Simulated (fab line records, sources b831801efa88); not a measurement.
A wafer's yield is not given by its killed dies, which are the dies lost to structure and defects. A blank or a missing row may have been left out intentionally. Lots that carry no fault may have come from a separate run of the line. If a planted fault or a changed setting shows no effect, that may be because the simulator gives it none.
fab line records ; flow sky130
record: lots: 6; wafers: 18; last-day: 50
route steps=708 shown VIA1@467 METAL2@483 PAD_OPEN@708
lots that met no fault: taken from a fault-free run of the same line
start-h: hours from the record's opening day to when the first of the lot's shown wafers began ; wait-h: hours since the lot's step before ; " unchanged from the row above ; L1.1+2: a single row standing in for several wafers ; - either no value or no given start ; * or withheld: withheld ; < > ~ a bound
route shown NAME@n: names a module that has steps shown in the file, with the first one's number in the route ; usual: mean/standard deviation taken from wafers without a fault ; same: alike in all rows ; chamber/n: place in a boat ; sites: per-site readings ; _std_site: standard deviation across them ; _edge_site: outer sites' mean less inner sites' ; radius-mm: how far each site lies from the wafer's centre ; mask NAME#n: copy n ; behind: the tool/chamber that last shaped the wafer ; hold: why the lot was held/for how many hours/how that ended ; device: whichever transistor did not switch (one of n, p or np) ; end of line: the same wafers' tests at the end of the route ; for a step that has no rows: nothing shown but its recipe ; killed: count of dies lost to structure and defects at first sort (not the wafer's yield) ; map: the dies of a wafer, with x for killed, . for not killed, _ for no die there
set.NAME: setting as actually run; set.NAME@STEP: the setting as run at that earlier step ; model.NAME: the simulator's own value behind a step, which no gauge read
certain route steps with their lots: each step a table, each wafer a row
services: a tool's chamber out of use, with start hour (start-h, from the record's first day; less than 0 if before it), hours out, and reason
== steps ==
step: SKY_VIA1_EXPOSE_09
recipe: mask-id: VIM; na: 0.8; source-shape: annular; sigma-inner: 0.55; sigma-outer: 0.85; target-cd-nm: 150; dose-mj: 38
step: SKY_VIA1_PEB_10
recipe: peb-temp-c: withheld; peb-time-s: withheld; resist: KrF-thick
step: SKY_VIA1_DEVELOP_11
recipe: develop-time-s: 60; resist: KrF-thick; dev-temp-c: 21
step: SKY_VIA1_CD_MEAS_12
recipe: target-cd-nm: 150
usual: cd-nm: 150.6/2
lot.wafer;tool;chamber;start-h;wait-h;cd-nm
L531.1;cd-sem-02;-;840.50;-;150.4
L531.2;cd-sem-02;-;840.50;-;151.4
L531.4;cd-sem-02;-;840.50;-;149.8
L535.1;cd-sem-01;-;875.08;-;148.7
L535.4;cd-sem-01;-;875.08;-;148.9
L535.5;cd-sem-01;-;875.08;-;150.4
L536.2;cd-sem-01;-;879.28;-;149.2
L536.4;cd-sem-01;-;879.28;-;150.7
L536.6;cd-sem-01;-;879.28;-;151.1
L541.4;cd-sem-01;-;914.52;-;152.4
L541.5;cd-sem-01;-;914.52;-;152.9
L541.6;cd-sem-01;-;914.52;-;151.2
L545.1;cd-sem-02;-;941.55;-;151.2
L545.2;cd-sem-02;-;941.55;-;149.7
L545.3;cd-sem-02;-;941.55;-;151.1
L546.1;cd-sem-02;-;944.10;-;148.0
L546.5;cd-sem-02;-;944.10;-;148.8
L546.6;cd-sem-02;-;944.10;-;148.1
step: SKY_VIA1_OVL_MEAS_13
usual: VIA1_OVL: 2/5.8
lot.wafer;tool;chamber;start-h;wait-h;VIA1_OVL[nm]
L531.1;overlay-01;-;840.62;0.1;8
L531.2;overlay-01;-;840.62;0.1;1
L531.4;overlay-01;-;840.62;0.1;-3
L535.1;overlay-02;-;875.20;0.1;-8
L535.4;overlay-02;-;875.20;0.1;0
L535.5;overlay-02;-;875.20;0.1;-10
L536.2;overlay-01;-;879.38;0.1;9
L536.4;overlay-01;-;879.38;0.1;6
L536.6;overlay-01;-;879.38;0.1;8
L541.4;overlay-01;-;914.60;0.1;-4
L541.5;overlay-01;-;914.60;0.1;4
L541.6;overlay-01;-;914.60;0.1;9
L545.1;overlay-02;-;941.67;0.1;5
L545.2;overlay-02;-;941.67;0.1;0
L545.3;overlay-02;-;941.67;0.1;0
L546.1;overlay-01;-;944.22;0.1;9
L546.5;overlay-01;-;944.22;0.1;10
L546.6;overlay-01;-;944.22;0.1;-6
step: SKY_VIA1_ETCH_14
recipe: chemistry: N2/H2; target: BARC; ion-energy-ev: 200; source-w: 500; bias-w: 100; pressure-mtorr: 30; n2-flow-sccm: 100; h2-flow-sccm: 200; stop-on: SiO2; time-s: 45.9; target-depth-a: 600
usual: bias-w: 100.04/0.29; drypump-motor-current-A: 5.8/0.53; oes-product-au: 0.855/0.005; throttle-valve-pct: 13.225/0.0083
lot.wafer;tool;chamber;start-h;wait-h;bias-w;drypump-motor-current-A;oes-product-au;rf-hours-counter-h;throttle-valve-pct
L531.1;rie-diel-02;0;840.66;0.0;99.98;5.9;0.853;7;13.228
L531.2;rie-diel-02;3;840.66;0.0;100.02;5.9;0.850;21;13.228
L531.4;rie-diel-02;3;840.66;0.0;99.86;5.9;0.855;-;13.220
L535.1;rie-diel-01;0;875.24;0.0;100.30;6.5;0.858;4;13.220
L535.4;rie-diel-01;2;875.24;0.0;99.87;6.2;0.858;9;13.235
L535.5;rie-diel-01;3;875.24;0.0;99.82;6.6;0.848;-;13.201
L536.2;rie-diel-03;0;879.41;0.0;100.04;6.0;0.856;4;13.231
L536.4;rie-diel-03;1;879.41;0.0;100.43;6.0;0.851;6;13.231
L536.6;rie-diel-03;2;879.41;0.0;100.47;4.8;0.849;-;13.229
L541.4;rie-diel-01;2;914.61;0.0;99.44;6.2;0.860;10;13.236
L541.5;rie-diel-01;1;914.61;0.0;100.54;5.6;0.856;-;13.220
L541.6;rie-diel-01;2;914.61;0.0;99.32;6.2;0.852;-;13.227
L545.1;rie-diel-03;0;941.71;0.0;100.16;6.0;0.857;6;13.221
L545.2;rie-diel-03;2;941.71;0.0;99.70;4.8;0.852;19;13.232
L545.3;rie-diel-03;1;941.71;0.0;99.98;6.1;0.857;8;13.228
L546.1;rie-diel-02;0;944.26;0.0;100.05;5.9;0.862;10;13.219
L546.5;rie-diel-02;1;944.26;0.0;99.93;5.5;0.850;-;13.233
L546.6;rie-diel-02;0;944.26;0.0;99.96;5.9;0.844;-;13.211
step: SKY_VIA1_ETCH_15
recipe: target: SiO2; chemistry: C4F8/O2/Ar; target-depth-nm: 351; stop-on: TiN; mask-material: KrF-thick; source-w: 1500; bias-w: 1200; pressure-mtorr: 40; c4f8-flow-sccm: withheld; O2_flow_sccm: 6; Ar_flow_sccm: 300; time-s: 54
usual: bias-w: 1200/3.3; oes-product-au: 0.981/0.0058
lot.wafer;tool;chamber;start-h;wait-h;bias-w;oes-product-au;rf-hours-counter-h
L531.1;rie-diel-02;0;840.72;0.0;1200;0.975;7
L531.2;rie-diel-02;3;840.72;0.0;1198;0.983;21
L531.4;rie-diel-02;3;840.72;0.0;1199;0.992;-
L535.1;rie-diel-01;0;875.28;0.0;1205;0.970;4
L535.4;rie-diel-01;2;875.28;0.0;1204;0.968;9
L535.5;rie-diel-01;3;875.28;0.0;1201;0.976;-
L536.2;rie-diel-03;0;879.46;0.0;1194;0.981;4
L536.4;rie-diel-03;1;879.46;0.0;1205;0.982;6
L536.6;rie-diel-03;2;879.46;0.0;1195;0.976;-
L541.4;rie-diel-01;2;914.66;0.0;1203;0.995;10
L541.5;rie-diel-01;1;914.66;0.0;1194;0.981;-
L541.6;rie-diel-01;2;914.66;0.0;1203;0.990;-
L545.1;rie-diel-03;0;941.75;0.0;1205;0.988;6
L545.2;rie-diel-03;2;941.75;0.0;1197;0.984;19
L545.3;rie-diel-03;1;941.75;0.0;1196;0.975;8
L546.1;rie-diel-02;0;944.30;0.0;1204;0.980;10
L546.5;rie-diel-02;1;944.30;0.0;1198;0.979;-
L546.6;rie-diel-02;0;944.30;0.0;1197;0.989;-
step: SKY_VIA1_STRIP_16
recipe: chemistry: O2/N2; power-w: 1400; pressure-mtorr: 1500; platen-temp-c: withheld; o2-flow-sccm: 3000; n2-flow-sccm: 300; overash-fraction: 0.5
usual: drypump-motor-current-A: 5.6/0.48; oes-product-au: 0.415/0.0047; strip-time-to-endpoint-s: 4.459/0.019
lot.wafer;tool;chamber;start-h;wait-h;drypump-motor-current-A;oes-product-au;rf-hours-counter-h;strip-time-to-endpoint-s
L531.1;plasma-asher-01;0;840.79;0.0;5.0;0.414;40;4.499
L531.2;plasma-asher-01;1;840.79;0.0;6.1;0.415;40;4.479
L531.4;plasma-asher-01;0;840.79;0.0;5.0;0.416;-;4.480
L535.1;plasma-asher-04;0;875.33;0.0;5.0;0.412;105;4.456
L535.4;plasma-asher-04;1;875.33;0.0;6.4;0.410;-;4.428
L535.5;plasma-asher-04;0;875.33;0.0;5.0;0.412;-;4.450
L536.2;plasma-asher-04;1;879.50;0.0;6.3;0.414;106;4.467
L536.4;plasma-asher-04;0;879.50;0.0;5.0;0.416;-;4.474
L536.6;plasma-asher-04;1;879.50;0.0;6.4;0.420;-;4.469
L541.4;plasma-asher-04;0;914.74;0.1;5.0;0.417;-;4.425
L541.5;plasma-asher-04;0;914.74;0.1;5.0;0.416;-;4.433
L541.6;plasma-asher-04;1;914.74;0.1;6.4;0.419;-;4.439
L545.1;plasma-asher-01;0;941.80;0.0;5.0;0.411;52;4.447
L545.2;plasma-asher-01;1;941.80;0.0;6.1;0.418;52;4.439
L545.3;plasma-asher-01;0;941.80;0.0;4.9;0.412;-;4.425
L546.1;plasma-asher-03;0;944.35;0.0;5.5;0.414;20;4.459
L546.5;plasma-asher-03;0;944.35;0.0;5.5;0.414;-;4.449
L546.6;plasma-asher-03;1;944.35;0.0;5.8;0.418;-;4.474
step: SKY_VIA1_STRIP_17
recipe: chemistry: post-etch-residue-remover; time-s: 1200; temp-c: 72.5
step: SKY_VIA1_CLEAN_18
recipe: chemistry: IPA; time-s: 180; temp-c: 25
step: SKY_VIA1_CLEAN_19
recipe: chemistry: O3/DIW; dry: n2-spin
step: SKY_VIA1_SPUTTER_20
recipe: material: TiN; target-thk-nm: 20; chamber-pressure-pa: 5; power-w: 4000; time-s: 80
usual: throttle-valve-pct: 30.1/0.71
lot.wafer;tool;chamber;start-h;wait-h;throttle-valve-pct
L531.1;pvd-sputter-04;-;841.39;0.0;30.5
L531.2;pvd-sputter-04;-;841.39;0.0;29.8
L531.4;pvd-sputter-04;-;841.39;0.0;28.9
L535.1;pvd-sputter-01;-;875.95;0.0;31.1
L535.4;pvd-sputter-01;-;875.95;0.0;29.7
L535.5;pvd-sputter-01;-;875.95;0.0;30.2
L536.2;pvd-sputter-04;-;880.10;0.0;29.8
L536.4;pvd-sputter-04;-;880.10;0.0;29.0
L536.6;pvd-sputter-04;-;880.10;0.0;30.5
L541.4;pvd-sputter-04;-;915.34;0.0;30.3
L541.5;pvd-sputter-04;-;915.34;0.0;29.1
L541.6;pvd-sputter-04;-;915.34;0.0;30.7
L545.1;pvd-sputter-03;-;942.43;0.0;30.7
L545.2;pvd-sputter-03;-;942.43;0.0;28.5
L545.3;pvd-sputter-03;-;942.43;0.0;30.1
L546.1;pvd-sputter-04;-;944.94;0.0;29.2
L546.5;pvd-sputter-04;-;944.94;0.0;30.1
L546.6;pvd-sputter-04;-;944.94;0.0;29.8
step: SKY_VIA1_CVD_21
recipe: material: W; target-thk-nm: 270; time-s: 80.902; temp-c: 400; pressure-torr: 40
usual: heater-power-w: 864/66
lot.wafer;tool;chamber;start-h;wait-h;heater-power-w;model.W_of_VIA1_CVD_21.thk-nm
L531.1;cvd-w-01;0;841.45;0.0;951;269
L531.2;cvd-w-01;1;841.45;0.0;906;269.4
L531.4;cvd-w-01;0;841.45;0.0;955;272.1
L535.1;cvd-w-01;0;876.01;0.0;957;204.8
L535.4;cvd-w-01;1;876.01;0.0;919;199.7
L535.5;cvd-w-01;0;876.01;0.0;959;270.4
L536.2;cvd-w-01;1;880.16;0.0;896;271.6
L536.4;cvd-w-01;0;880.16;0.0;948;200
L536.6;cvd-w-01;0;880.16;0.0;951;270.7
L541.4;cvd-w-02;1;915.43;0.1;880;271.2
L541.5;cvd-w-02;1;915.43;0.1;869;266.9
L541.6;cvd-w-02;0;915.43;0.1;777;274.5
L545.1;cvd-w-02;0;942.49;0.0;770;275.2
L545.2;cvd-w-02;1;942.49;0.0;902;273.6
L545.3;cvd-w-02;0;942.49;0.0;754;272
L546.1;cvd-w-02;1;945.00;0.0;913;272.9
L546.5;cvd-w-02;1;945.00;0.0;878;274.8
L546.6;cvd-w-02;0;945.00;0.0;777;275.3
step: SKY_VIA1_RS_MEAS_22
recipe: thk-meas-gauge: four-point-probe; reads: W_of_VIA1_CVD_21+TiN_of_VIA1_SPUTTER_20
usual: VIA1_W_RS: 0.426/0.0041
lot.wafer;tool;chamber;start-h;wait-h;hold;VIA1_W_RS[ohm/sq]
L531.1;film-metro-01;-;841.54;0.1;-;0.429
L531.2;film-metro-01;-;841.54;0.1;-;0.427
L531.4;film-metro-01;-;841.54;0.1;-;0.423
L535.1;film-metro-03;-;876.10;0.1;await-dispo/0.2h/release;0.566
L535.4;film-metro-03;-;876.10;0.1;await-dispo/0.2h/release;0.581
L535.5;film-metro-03;-;876.10;0.1;await-dispo/0.2h/release;0.427
L535.1;film-metro-03;-;876.39;0.3;-;0.566
L535.4;film-metro-03;-;876.39;0.3;-;0.581
L535.5;film-metro-03;-;876.39;0.3;-;0.427
L536.2;film-metro-01;-;880.27;0.1;await-dispo/0.2h/release;0.424
L536.4;film-metro-01;-;880.27;0.1;await-dispo/0.2h/release;0.580
L536.6;film-metro-01;-;880.27;0.1;await-dispo/0.2h/release;0.426
L536.2;film-metro-01;-;880.56;0.3;-;0.424
L536.4;film-metro-01;-;880.56;0.3;-;0.579
L536.6;film-metro-01;-;880.56;0.3;-;0.425
L541.4;film-metro-01;-;915.55;0.1;-;0.425
L541.5;film-metro-01;-;915.55;0.1;-;0.433
L541.6;film-metro-01;-;915.55;0.1;-;0.419
L545.1;film-metro-01;-;942.58;0.1;-;0.418
L545.2;film-metro-01;-;942.58;0.1;-;0.421
L545.3;film-metro-01;-;942.58;0.1;-;0.423
L546.1;film-metro-02;-;945.09;0.1;-;0.422
L546.5;film-metro-02;-;945.09;0.1;-;0.418
L546.6;film-metro-02;-;945.09;0.1;-;0.419
step: SKY_VIA1_THK_MEAS_23
recipe: thk-meas-gauge: xrf; reads: W_of_VIA1_CVD_21
usual: VIA1_W_THK: 269.0/3
lot.wafer;tool;chamber;start-h;wait-h;hold;VIA1_W_THK[nm]
L531.1;film-metro-01;-;841.66;0.1;-;265.1
L531.2;film-metro-01;-;841.66;0.1;-;266.3
L531.4;film-metro-01;-;841.66;0.1;-;269.2
L535.1;film-metro-03;-;878.15;1.7;await-dispo/0.2h/release;205.1
L535.4;film-metro-03;-;878.15;1.7;await-dispo/0.2h/release;200.1
L535.5;film-metro-03;-;878.15;1.7;await-dispo/0.2h/release;272.3
L535.1;film-metro-03;-;878.37;0.2;-;205.6
L535.4;film-metro-03;-;878.37;0.2;-;200.8
L535.5;film-metro-03;-;878.37;0.2;-;272.9
L536.2;film-metro-01;-;883.49;2.9;await-dispo/0.2h/release;267.6
L536.4;film-metro-01;-;883.49;2.9;await-dispo/0.2h/release;197.5
L536.6;film-metro-01;-;883.49;2.9;await-dispo/0.2h/release;266.5
L536.2;film-metro-01;-;883.72;0.2;-;267.0
L536.4;film-metro-01;-;883.72;0.2;-;197.7
L536.6;film-metro-01;-;883.72;0.2;-;268.7
L541.4;film-metro-01;-;915.64;0.1;-;270.3
L541.5;film-metro-01;-;915.64;0.1;-;266.9
L541.6;film-metro-01;-;915.64;0.1;-;273.6
L545.1;film-metro-01;-;942.70;0.1;-;273.2
L545.2;film-metro-01;-;942.70;0.1;-;270.9
L545.3;film-metro-01;-;942.70;0.1;-;268.8
L546.1;film-metro-02;-;945.21;0.1;-;270.7
L546.5;film-metro-02;-;945.21;0.1;-;274.0
L546.6;film-metro-02;-;945.21;0.1;-;274.4
step: SKY_VIA1_CMP_24
recipe: stop-on: SiO2; t-overpolish-s: 15; down-force-psi: 3.5; platen-rpm: 60; target-thk-nm: 0; pad-velocity-m-s: 0.94248
usual: motor-current-A: 10.6/1.4; time-to-endpoint-s: 65.6/2.2
lot.wafer;tool;chamber;start-h;wait-h;hold;motor-current-A;time-to-endpoint-s
L531.1;cmp-02;0;841.72;0.1;-;11.0;66.4
L531.4;cmp-02;1;841.72;0.1;-;10.3;64.4
L531.2;cmp-02;3;841.72;0.1;-;11.9;65.3
L535.1;cmp-01;2;880.55;2.2;await-dispo/2.0h/release;13.1;53.4
L535.4;cmp-01;0;880.55;2.2;await-dispo/2.0h/release;11.3;48.9
L535.5;cmp-01;2;880.55;2.2;await-dispo/2.0h/release;12.8;63.8
L536.2;cmp-02;0;888.46;4.7;await-dispo/4.7h/release;11.2;65.6
L536.4;cmp-02;2;888.46;4.7;await-dispo/4.7h/release;9.0;50.0
L536.6;cmp-02;1;888.46;4.7;await-dispo/4.7h/release;11.1;64.5
L541.4;cmp-01;1;915.77;0.1;-;8.4;63.5
L541.5;cmp-01;3;915.77;0.1;-;9.1;62.4
L541.6;cmp-01;0;915.77;0.1;-;11.2;62.6
L545.3;cmp-01;1;942.76;0.0;-;9.6;66.1
L545.2;cmp-01;3;942.76;0.0;-;9.5;65.5
L545.1;cmp-01;0;942.76;0.0;-;11.2;65.5
L546.1;cmp-01;2;945.42;0.2;-;13.4;67.4
L546.5;cmp-01;3;945.42;0.2;-;9.6;65.1
L546.6;cmp-01;0;945.42;0.2;-;11.2;63.2
step: SKY_METAL2_SPUTTER_00
recipe: material: Ti; target-thk-nm: 15; power-w: 3000; time-s: 10; chamber-pressure-pa: 0.4
usual: throttle-valve-pct: 30.4/1.4
lot.wafer;tool;chamber;start-h;wait-h;throttle-valve-pct
L531.1;pvd-sputter-02;-;842.02;0.2;33.4
L531.2;pvd-sputter-02;-;842.02;0.2;30.3
L531.4;pvd-sputter-02;-;842.02;0.2;28.4
L535.1;pvd-sputter-04;-;880.80;0.2;30.8
L535.4;pvd-sputter-04;-;880.80;0.2;29.6
L535.5;pvd-sputter-04;-;880.80;0.2;29.8
L536.2;pvd-sputter-03;-;888.76;0.2;30.6
L536.4;pvd-sputter-03;-;888.76;0.2;28.8
L536.6;pvd-sputter-03;-;888.76;0.2;28.7
L541.4;pvd-sputter-03;-;915.97;0.1;30.8
L541.5;pvd-sputter-03;-;915.97;0.1;30.5
L541.6;pvd-sputter-03;-;915.97;0.1;31.1
L545.1;pvd-sputter-04;-;943.06;0.1;28.9
L545.2;pvd-sputter-04;-;943.06;0.1;29.7
L545.3;pvd-sputter-04;-;943.06;0.1;30.8
L546.1;pvd-sputter-03;-;945.57;0.1;30.6
L546.5;pvd-sputter-03;-;945.57;0.1;30.5
L546.6;pvd-sputter-03;-;945.57;0.1;31.3
step: SKY_PAD_OPEN_PROBE_99
usual: defect-limited-yield: 82.7/1.9; killed_at_M0_to_M3: 43/7.1; killed_at_M4_up: 3.2/1.9; killed-at-contacts: 23/5.1; killed-at-front-end: 15/4.5; killed-at-other: 0.4/0.65; killed-dies: 85/9.4; killed-on-rim: 17/4; killed-open: 47/6.8; killed-short: 38/6.1; sort_bin_3_pad_short: 0.8/0.38; sort_bin_5_function: 10.3/1.5; sort_bin_6_memory: 6.2/1.1; sort-n-pass: 407/9.4; sort-yield-pct: 82.7/1.9
same: gross-dies: 492; killed-at-back-side: 0; sort_bin_4_leakage[%]: 0; sort_bin_8_speed[%]: 0
lot.wafer;tool;chamber;start-h;wait-h;defect-limited-yield[%];killed_at_M0_to_M3;killed_at_M4_up;killed-at-contacts;killed-at-front-end;killed-at-other;killed-dies;killed-on-rim;killed-open;killed-short;sort_bin_3_pad_short[%];sort_bin_5_function[%];sort_bin_6_memory[%];sort-n-pass;sort-yield-pct[%]
L531.1;prober-02;-;1115.78;0.1;83.1;34;1;35;13;0;83;24;46;34;0.8;11.6;4.5;409;83.1
L531.2;prober-02;-;1115.83;0.1;82.3;52;1;20;14;0;87;19;50;33;1.0;10.4;6.3;405;82.3
L531.4;prober-02;-;1115.93;0.2;81.1;45;7;23;18;0;93;16;61;31;1.4;11.6;5.9;399;81.1
L545.1;prober-02;-;1188.42;0.1;85.4;38;5;13;16;0;72;12;37;35;1.0;7.3;6.3;420;85.4
L545.2;prober-02;-;1188.47;0.1;81.1;41;3;23;26;0;93;16;47;46;0;10.8;8.1;399;81.1
L545.3;prober-02;-;1188.52;0.2;80.1;55;6;24;12;1;98;17;64;34;1.4;13.4;5.1;394;80.1
L546.1;prober-01;-;1189.73;0.1;83.7;39;6;13;21;1;80;15;38;42;1.0;10.4;4.9;412;83.7
L546.5;prober-01;-;1189.93;0.2;83.3;44;1;26;10;1;82;20;41;41;1.0;10.0;5.7;410;83.3
L546.6;prober-01;-;1189.98;0.2;82.1;32;2;33;20;1;88;18;48;39;1.0;10.0;6.9;404;82.1
killed by level:class
L531.1 LI_CONTACT:geometric-particle:open=11 CONTACT:geometric-particle:open=10 VIA3:geometric-particle:open=6 LI_CONTACT:geometric-particle:short=5 CONTACT:geometric-particle:short=5 VIA1:geometric-particle:short=5 METAL2:geometric-particle:short=5 POLY_GATE:geometric-particle:open=4
L531.2 VIA1:geometric-particle:open=14 METAL2:geometric-particle:short=8 CONTACT:geometric-particle:open=8 POLY_GATE:geometric-particle:open=6 LI_CONTACT:geometric-particle:open=5 VIA3:geometric-particle:open=5 VIA2:geometric-particle:open=4 VIA1:geometric-particle:short=4
L531.4 VIA1:geometric-particle:open=11 VIA2:geometric-particle:open=10 CONTACT:geometric-particle:open=9 VIA3:geometric-particle:open=7 LI_CONTACT:geometric-particle:open=6 VIA1:geometric-particle:short=6 FIELD_ISO:geometric-particle:open=5 POLY_GATE:geometric-particle:short=4
L545.1 METAL1:geometric-particle:short=8 VIA2:geometric-particle:open=8 VIA1:geometric-particle:open=7 CONTACT:geometric-particle:short=6 FIELD_ISO:geometric-particle:open=5 METAL4:geometric-particle:short=5 CONTACT:geometric-particle:open=5 METAL2:geometric-particle:short=5
L545.2 FIELD_ISO:geometric-particle:short=10 METAL1:geometric-particle:short=8 VIA2:geometric-particle:open=8 CONTACT:geometric-particle:open=8 FIELD_ISO:geometric-particle:open=7 VIA1:geometric-particle:open=7 VIA1:geometric-particle:short=7 CONTACT:geometric-particle:short=6
L545.3 VIA1:geometric-particle:open=14 VIA3:geometric-particle:open=12 LI_CONTACT:geometric-particle:open=9 CONTACT:geometric-particle:open=9 VIA2:geometric-particle:open=9 METAL2:geometric-particle:short=6 POLY_GATE:geometric-particle:short=5 METAL3:geometric-particle:short=4
L546.1 METAL2:geometric-particle:short=7 VIA1:geometric-particle:open=6 VIA2:geometric-particle:open=6 POLY_GATE:geometric-particle:short=5 METAL4:geometric-particle:short=5 FIELD_ISO:geometric-particle:short=4 LI_CONTACT:geometric-particle:short=4 VIA3:geometric-particle:open=4
L546.5 VIA2:geometric-particle:open=12 LI_CONTACT:geometric-particle:open=11 VIA1:geometric-particle:open=9 CONTACT:geometric-particle:short=6 METAL2:geometric-particle:short=6 VIA3:geometric-particle:short=5 POLY_GATE:geometric-particle:short=4 LOCAL_INTERCONNECT:geometric-particle:short=4
L546.6 CONTACT:geometric-particle:open=13 LI_CONTACT:geometric-particle:open=7 CONTACT:geometric-particle:short=7 FIELD_ISO:geometric-particle:short=6 VIA3:geometric-particle:open=6 FIELD_ISO:geometric-particle:open=5 VIA1:geometric-particle:open=5 LOCAL_INTERCONNECT:geometric-particle:short=4
== services ==
tool;chamber;start-h;hours;kind
rie-diel-01;2;829.98;14.9;repair
pvd-sputter-04;3;832.59;-;consumable-replace:kit
pvd-sputter-04;3;832.59;18.0;scheduled-down
pvd-sputter-04;3;832.59;18.0;vent-cycle
rie-diel-02;1;833.46;2.8;repair
rie-diel-02;1;836.24;-;clean
cmp-01;-;837.06;5.6;repair
rie-diel-02;2;840.17;6.1;repair
rie-diel-02;-;849.94;14.6;pm
cmp-01;-;858.97;2.0;repair
cmp-01;-;864.69;1.7;repair
pvd-sputter-02;-;867.82;0.9;repair
cvd-w-01;1;871.40;3.7;repair
rie-diel-02;2;871.80;2.5;repair
rie-diel-01;-;879.27;0.9;repair
cmp-02;-;882.07;0.6;repair
cvd-w-01;0;898.67;4.3;repair
cvd-w-01;-;904.00;14.0;pm
cmp-01;-;909.31;0.3;repair
rie-diel-03;3;910.74;1.9;repair
cmp-02;-;912.62;4.0;pm
cvd-w-01;1;922.73;13.2;repair
rie-diel-02;3;935.49;6.2;repair
cmp-02;-;945.10;3.9;repair
== key ==
first-sign: step: SKY_VIA1_RS_MEAS_22; reading: visit; direction: added
effect: step: SKY_VIA1_RS_MEAS_22; reading: VIA1_W_RS; direction: up; sigmas: 37; usual: 0.426; struck: 0.576
effect: step: SKY_VIA1_THK_MEAS_23; reading: visit; direction: added
effect: step: SKY_VIA1_THK_MEAS_23; reading: VIA1_W_THK; direction: down; sigmas: 23; usual: 269.0; struck: 200.9
effect: step: SKY_VIA1_CMP_24; reading: time-to-endpoint-s; direction: down; sigmas: 6.7; usual: *; struck: *
model-effect: step: SKY_VIA1_CVD_21; value: W_of_VIA1_CVD_21.thk-nm; without: 270.5; struck: 201.5
met-at SKY_VIA1_CVD_21
struck-wafers L535.1,L535.4,L536.4
onset-between 841.45 876.01
fault: kind: process-parameter-drift; tool: cvd-w-01; chamber: -; onset-h: 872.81; steps: SKY_VIA1_CVD_21; channel: target-thk-nm; offset: -68.662; shape: step; end-h: 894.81; scope: struck-wafers-only; acts-in: these-recipes-only; stated: 270
